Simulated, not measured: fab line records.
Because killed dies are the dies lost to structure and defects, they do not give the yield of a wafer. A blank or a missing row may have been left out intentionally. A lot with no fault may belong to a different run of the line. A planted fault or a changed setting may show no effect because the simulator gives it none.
What tool caused it? :: flow gf180mcu :: Sampling: 14 lots, 42 wafers, 4 of 602 route steps

== WHAT THE GAUGES READ, wafer by wafer ==
GF_MIM_RS_MEAS_10: a four-point-probe measurement. Usual: for MIM_ALCU_RS the level is 0.1601 ohm/sq and the standard deviation is 0.0025.
lot: L729
measured: day 24 17:28
on: filmMetro-03
MIM_ALCU_RS (ohm/sq): 0.1604 0.1590 0.1563
flag: 

lot: L730
measured: day 25 00:11
on: filmMetro-03
MIM_ALCU_RS (ohm/sq): 0.1586 0.1633 0.1627
flag: 

lot: L731
measured: day 25 06:40
on: filmMetro-03
MIM_ALCU_RS (ohm/sq): 0.1602 0.1629 0.1599
flag: 

lot: L732
measured: day 25 17:07
on: filmMetro-03
MIM_ALCU_RS (ohm/sq): 0.1555 0.1569 0.1579
flag: 

lot: L733
measured: day 26 02:14
on: filmMetro-04
MIM_ALCU_RS (ohm/sq): 0.1625 0.1602 0.1632
flag: 

lot: L735
measured: day 26 16:40
on: filmMetro-03
MIM_ALCU_RS (ohm/sq): 0.1628 0.1595 0.1629
flag: 

lot: L737
measured: day 27 08:51
on: filmMetro-04
MIM_ALCU_RS (ohm/sq): 0.1626 0.1646 0.1629
flag: 

lot: L739
measured: day 28 05:10
on: filmMetro-04
MIM_ALCU_RS (ohm/sq): 0.1625 0.1607 0.1631
flag: 

lot: L740
measured: day 28 12:14
on: filmMetro-03
MIM_ALCU_RS (ohm/sq): 0.1574 0.1557 0.1558
flag: 

lot: L741
measured: day 28 17:28
on: filmMetro-04
MIM_ALCU_RS (ohm/sq): 0.1606 0.1577 0.1596
flag: 

lot: L743
measured: day 29 11:30
on: filmMetro-03
MIM_ALCU_RS (ohm/sq): 0.1619 0.1621 0.1589
flag: 

lot: L744
measured: day 29 12:08
on: filmMetro-03
MIM_ALCU_RS (ohm/sq): 0.1613 0.1564 0.1607
flag: 

lot: L751
measured: day 31 06:30
on: filmMetro-01
MIM_ALCU_RS (ohm/sq): 0.1556 0.1554 0.1551
flag: 

lot: L752
measured: day 31 20:10
on: filmMetro-04
MIM_ALCU_RS (ohm/sq): 0.1603 0.1622 0.1597
flag: 

== WHAT TOOL EACH LOT RAN ON (gives the tool, then ch and the chambers of the sampled wafers, and finally the start) ==
lot: L729
GF_SAB_ETCH_11: rieDiel-04 ch 0,1, day 15 04:26
GF_MIM_SPUTTER_03: pvdSputter-01, day 24 17:13
GF_MIM_SPUTTER_09: pvdSputter-03, day 24 17:26

lot: L730
GF_SAB_ETCH_11: rieDiel-03 ch 0,1,2, day 15 12:24
GF_MIM_SPUTTER_03: pvdSputter-03, day 24 23:55
GF_MIM_SPUTTER_09: pvdSputter-02, day 25 00:08

lot: L731
GF_SAB_ETCH_11: rieDiel-03 ch 0,3, day 15 19:51
GF_MIM_SPUTTER_03: pvdSputter-03, day 25 06:22
GF_MIM_SPUTTER_09: pvdSputter-02, day 25 06:36

lot: L732
GF_SAB_ETCH_11: rieDiel-01 ch 0,1,3, day 16 04:41
GF_MIM_SPUTTER_03: pvdSputter-01, day 25 16:52
GF_MIM_SPUTTER_09: pvdSputter-03, day 25 17:05

lot: L733
GF_SAB_ETCH_11: rieDiel-03 ch 0,1, day 16 16:14
GF_MIM_SPUTTER_03: pvdSputter-03, day 26 01:58
GF_MIM_SPUTTER_09: pvdSputter-02, day 26 02:11

lot: L735
GF_SAB_ETCH_11: rieDiel-04 ch 0,1,2, day 17 07:32
GF_MIM_SPUTTER_03: pvdSputter-01, day 26 16:25
GF_MIM_SPUTTER_09: pvdSputter-02, day 26 16:38

lot: L737
GF_SAB_ETCH_11: rieDiel-04 ch 0,2,3, day 18 02:09
GF_MIM_SPUTTER_03: pvdSputter-02, day 27 08:36
GF_MIM_SPUTTER_09: pvdSputter-01, day 27 08:49

lot: L739
GF_SAB_ETCH_11: rieDiel-01 ch 0,1, day 19 01:59
GF_MIM_SPUTTER_03: pvdSputter-03, day 28 04:52
GF_MIM_SPUTTER_09: pvdSputter-01, day 28 05:05

lot: L740
GF_SAB_ETCH_11: rieDiel-04 ch 0,2, day 19 04:30
GF_MIM_SPUTTER_03: pvdSputter-01, day 28 11:59
GF_MIM_SPUTTER_09: pvdSputter-03, day 28 12:12

lot: L741
GF_SAB_ETCH_11: rieDiel-01 ch 0,2, day 19 16:56
GF_MIM_SPUTTER_03: pvdSputter-03, day 28 17:13
GF_MIM_SPUTTER_09: pvdSputter-01, day 28 17:26

lot: L743
GF_SAB_ETCH_11: rieDiel-01 ch 0,2,3, day 20 12:22
GF_MIM_SPUTTER_03: pvdSputter-01, day 29 11:14
GF_MIM_SPUTTER_09: pvdSputter-01, day 29 11:27

lot: L744
GF_SAB_ETCH_11: rieDiel-04 ch 0,2,3, day 20 18:00
GF_MIM_SPUTTER_03: pvdSputter-03, day 29 11:50
GF_MIM_SPUTTER_09: pvdSputter-02, day 29 12:04

lot: L751
GF_SAB_ETCH_11: rieDiel-01 ch 0,1,3, day 23 03:45
GF_MIM_SPUTTER_03: pvdSputter-01, day 31 06:14
GF_MIM_SPUTTER_09: pvdSputter-03, day 31 06:28

lot: L752
GF_SAB_ETCH_11: rieDiel-01 ch 1,2,3, day 23 14:23
GF_MIM_SPUTTER_03: pvdSputter-01, day 31 19:55
GF_MIM_SPUTTER_09: pvdSputter-02, day 31 20:08
- GF_SAB_ETCH_11: etches SiO2 in C4F8/O2/Ar, target depth 55 nm, time 8.5 s.
- GF_MIM_SPUTTER_03: material Ti, target thk 10 nm, time 6.7 s.
- GF_MIM_SPUTTER_09: material TiN, target thk 35 nm, time 29.2 s.

== WHAT THE TOOLS THEMSELVES READ (means of the sampled wafers that have a number; where no wafer has one, the mark that the record gives instead) ==
GF_SAB_ETCH_11. Usual: oesProductAu at 0.998 a.u., with a standard deviation of 0.011.
lot: L729
tool: rieDiel-04
oesProductAu (a.u.): 1.006
flag: 

lot: L730
tool: rieDiel-03
oesProductAu (a.u.): 0.997
flag: 

lot: L731
tool: rieDiel-03
oesProductAu (a.u.): 1.008
flag: 

lot: L732
tool: rieDiel-01
oesProductAu (a.u.): 0.991
flag: 

lot: L733
tool: rieDiel-03
oesProductAu (a.u.): 1.006
flag: 

lot: L735
tool: rieDiel-04
oesProductAu (a.u.): 1.002
flag: 

lot: L737
tool: rieDiel-04
oesProductAu (a.u.): 0.984
flag: 

lot: L739
tool: rieDiel-01
oesProductAu (a.u.): 0.984
flag: 

lot: L740
tool: rieDiel-04
oesProductAu (a.u.): 0.990
flag: 

lot: L741
tool: rieDiel-01
oesProductAu (a.u.): 1.008
flag: 

lot: L743
tool: rieDiel-01
oesProductAu (a.u.): 1.005
flag: 

lot: L744
tool: rieDiel-04
oesProductAu (a.u.): 0.994
flag: 

lot: L751
tool: rieDiel-01
oesProductAu (a.u.): 0.995
flag: 

lot: L752
tool: rieDiel-01
oesProductAu (a.u.): 0.990
flag: 

GF_MIM_SPUTTER_03. Usual: substrateTempC 299.99 C, standard deviation 0.2; throttleValvePct 29.6 %, standard deviation 0.74.
lot: L729
tool: pvdSputter-01
substrateTempC (C): 300.05
throttleValvePct (%): 29.9
flag: 

lot: L730
tool: pvdSputter-03
substrateTempC (C): 300.05
throttleValvePct (%): 29.3
flag: 

lot: L731
tool: pvdSputter-03
substrateTempC (C): 299.97
throttleValvePct (%): 29.9
flag: 

lot: L732
tool: pvdSputter-01
substrateTempC (C): 299.91
throttleValvePct (%): 29.6
flag: 

lot: L733
tool: pvdSputter-03
substrateTempC (C): 300.12
throttleValvePct (%): 29.1
flag: 

lot: L735
tool: pvdSputter-01
substrateTempC (C): 300.02
throttleValvePct (%): 29.8
flag: 

lot: L737
tool: pvdSputter-02
substrateTempC (C): 299.86
throttleValvePct (%): 29.7
flag: 

lot: L739
tool: pvdSputter-03
substrateTempC (C): 300.17
throttleValvePct (%): 29.5
flag: 

lot: L740
tool: pvdSputter-01
substrateTempC (C): 300.06
throttleValvePct (%): 29.2
flag: 

lot: L741
tool: pvdSputter-03
substrateTempC (C): 299.90
throttleValvePct (%): 29.7
flag: 

lot: L743
tool: pvdSputter-01
substrateTempC (C): 300.24
throttleValvePct (%): 29.0
flag: 

lot: L744
tool: pvdSputter-03
substrateTempC (C): 300.05
throttleValvePct (%): 29.6
flag: 

lot: L751
tool: pvdSputter-01
substrateTempC (C): 300.14
throttleValvePct (%): 29.1
flag: 

lot: L752
tool: pvdSputter-01
substrateTempC (C): 299.88
throttleValvePct (%): 30.5
flag: 

GF_MIM_SPUTTER_09. Usual: throttleValvePct at 29.7 %, with a standard deviation of 0.8.
lot: L729
tool: pvdSputter-03
throttleValvePct (%): 29.4
flag: 

lot: L730
tool: pvdSputter-02
throttleValvePct (%): 29.7
flag: 

lot: L731
tool: pvdSputter-02
throttleValvePct (%): 30.3
flag: 

lot: L732
tool: pvdSputter-03
throttleValvePct (%): 29.8
flag: 

lot: L733
tool: pvdSputter-02
throttleValvePct (%): 30.4
flag: 

lot: L735
tool: pvdSputter-02
throttleValvePct (%): 30.2
flag: 

lot: L737
tool: pvdSputter-01
throttleValvePct (%): 30.5
flag: 

lot: L739
tool: pvdSputter-01
throttleValvePct (%): 28.9
flag: 

lot: L740
tool: pvdSputter-03
throttleValvePct (%): 29.9
flag: 

lot: L741
tool: pvdSputter-01
throttleValvePct (%): 29.7
flag: 

lot: L743
tool: pvdSputter-01
throttleValvePct (%): 29.0
flag: 

lot: L744
tool: pvdSputter-02
throttleValvePct (%): 29.7
flag: 

lot: L751
tool: pvdSputter-03
throttleValvePct (%): 29.4
flag: 

lot: L752
tool: pvdSputter-02
throttleValvePct (%): 30.4
flag: 

== THE ANSWER, worked out from the rows above alone ==
Rule: take the mean of a lot's wafers that have a number; if it is more than 3 standard deviations from the usual mean, the lot is off. A lot without any number at a reading at which 4 lots or more have one is off too. Where the step has rows for the other lots, those lots are counted as sound. Order of review: gauges by route order, followed by the tools' own readings, for which a lot's mean as printed above is used. At the first step where some lot is off, the reading lying furthest off is the one used; lots without a number count as furthest.
No lot is off on any of the readings shown, so nothing can be concluded from this.

== WHAT HAD BEEN PUT IN BY THE SIMULATOR ==
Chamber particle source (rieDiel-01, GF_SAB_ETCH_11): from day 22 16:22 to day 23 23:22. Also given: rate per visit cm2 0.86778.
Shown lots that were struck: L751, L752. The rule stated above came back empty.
